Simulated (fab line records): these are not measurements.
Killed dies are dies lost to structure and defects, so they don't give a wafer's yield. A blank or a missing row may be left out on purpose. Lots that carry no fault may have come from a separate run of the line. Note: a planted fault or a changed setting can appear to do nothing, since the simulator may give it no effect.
Which tool was responsible? || flow sky130 || Sampling: 12 lots, 36 wafers, 3 of 708 route steps

## WHAT EACH GAUGE READ, for each wafer
SKY_NWELL_TW_MEAS_15.
{"lot": "L075", "measured": "day 4 20:31", "on": "film-metro-01", "NWELL_TW": "1807 1801 1803"}
{"lot": "L077", "measured": "day 5 06:40", "on": "film-metro-03", "NWELL_TW": "1803 1809 1808"}
{"lot": "L078", "measured": "day 5 21:03", "on": "film-metro-03", "NWELL_TW": "1809 1815 1814"}
{"lot": "L081", "measured": "day 6 14:26", "on": "film-metro-03", "NWELL_TW": "1816 1825 1817"}
{"lot": "L083", "measured": "day 7 03:13", "on": "film-metro-01", "NWELL_TW": "1782 1784 1803"}
{"lot": "L086", "measured": "day 7 15:12", "on": "film-metro-04", "NWELL_TW": "1812 1816 1824"}
{"lot": "L087", "measured": "day 7 18:43", "on": "film-metro-03", "NWELL_TW": "1799 1794 1799"}
{"lot": "L088", "measured": "day 8 03:17", "on": "film-metro-01", "NWELL_TW": "1816 1815 1821"}
{"lot": "L091", "measured": "day 8 16:55", "on": "film-metro-01", "NWELL_TW": "1809 1799 1810"}
{"lot": "L093", "measured": "day 9 03:26", "on": "film-metro-03", "NWELL_TW": "1818 1808 1823"}
{"lot": "L095", "measured": "day 9 16:14", "on": "film-metro-01", "NWELL_TW": "1802 1795 1788"}
{"lot": "L097", "measured": "day 10 06:21", "on": "film-metro-04", "NWELL_TW": "1817 1814 1819"}

## TOOL THAT RAN EACH LOT (tool first, then ch and the chambers of the sampled wafers, then the start)
{"lot": "L075", "SKY_DNWELL_STRIP_08": "plasma-asher-01 ch 0,1, day 3 11:31", "SKY_PWDE_STRIP_09": "plasma-asher-01 ch 0,1, day 4 03:47"}
{"lot": "L077", "SKY_DNWELL_STRIP_08": "plasma-asher-03 ch 0,1, day 3 22:00", "SKY_PWDE_STRIP_09": "plasma-asher-01 ch 0,1, day 4 14:08"}
{"lot": "L078", "SKY_DNWELL_STRIP_08": "plasma-asher-01 ch 0,1, day 4 10:58", "SKY_PWDE_STRIP_09": "plasma-asher-04 ch 0,1, day 5 02:53"}
{"lot": "L081", "SKY_DNWELL_STRIP_08": "plasma-asher-01 ch 1, day 5 01:42", "SKY_PWDE_STRIP_09": "plasma-asher-01 ch 0,1, day 5 19:24"}
{"lot": "L083", "SKY_DNWELL_STRIP_08": "plasma-asher-01 ch 0,1, day 5 13:29", "SKY_PWDE_STRIP_09": "plasma-asher-01 ch 0,1, day 6 07:38"}
{"lot": "L086", "SKY_DNWELL_STRIP_08": "plasma-asher-03 ch 0,1, day 5 23:49", "SKY_PWDE_STRIP_09": "plasma-asher-04 ch 0,1, day 6 19:00"}
{"lot": "L087", "SKY_DNWELL_STRIP_08": "plasma-asher-03 ch 0,1, day 6 04:34", "SKY_PWDE_STRIP_09": "plasma-asher-04 ch 0,1, day 6 23:09"}
{"lot": "L088", "SKY_DNWELL_STRIP_08": "plasma-asher-01 ch 0,1, day 6 10:40", "SKY_PWDE_STRIP_09": "plasma-asher-01 ch 0,1, day 7 06:30"}
{"lot": "L091", "SKY_DNWELL_STRIP_08": "plasma-asher-01 ch 0,1, day 7 00:43", "SKY_PWDE_STRIP_09": "plasma-asher-04 ch 0,1, day 7 20:09"}
{"lot": "L093", "SKY_DNWELL_STRIP_08": "plasma-asher-02 ch 1, day 7 10:31", "SKY_PWDE_STRIP_09": "plasma-asher-03 ch 0, day 8 06:00"}
{"lot": "L095", "SKY_DNWELL_STRIP_08": "plasma-asher-01 ch 0,1, day 7 21:31", "SKY_PWDE_STRIP_09": "plasma-asher-03 ch 0,1, day 8 17:50"}
{"lot": "L097", "SKY_DNWELL_STRIP_08": "plasma-asher-01 ch 0, day 8 09:13", "SKY_PWDE_STRIP_09": "plasma-asher-04 ch 0,1, day 9 07:02"}
- SKY_DNWELL_STRIP_08: strips in O2/N2.
- SKY_PWDE_STRIP_09: strips in O2/N2.

## THE ANSWER, worked out from the rows above alone
Rule: the lots themselves supply what counts as usual. The widest of any qualifying gaps counts: lots, ordered by their means at a reading, are off when they make up no more than a third of the lots, leave a main group of 4 or more, and stand apart from it by 3 or more times the standard deviation of that group's means. The tables above print the reading to a certain number of digits; a main group whose means all agree to those digits is not used. Also off: a lot with no number at a reading for which 4 or more lots have one. Where the step has rows for the other lots, those lots are counted as sound.
Across all readings shown, no lot is off: no conclusion can be drawn from this.

## WHAT THE SIMULATOR PUT IN
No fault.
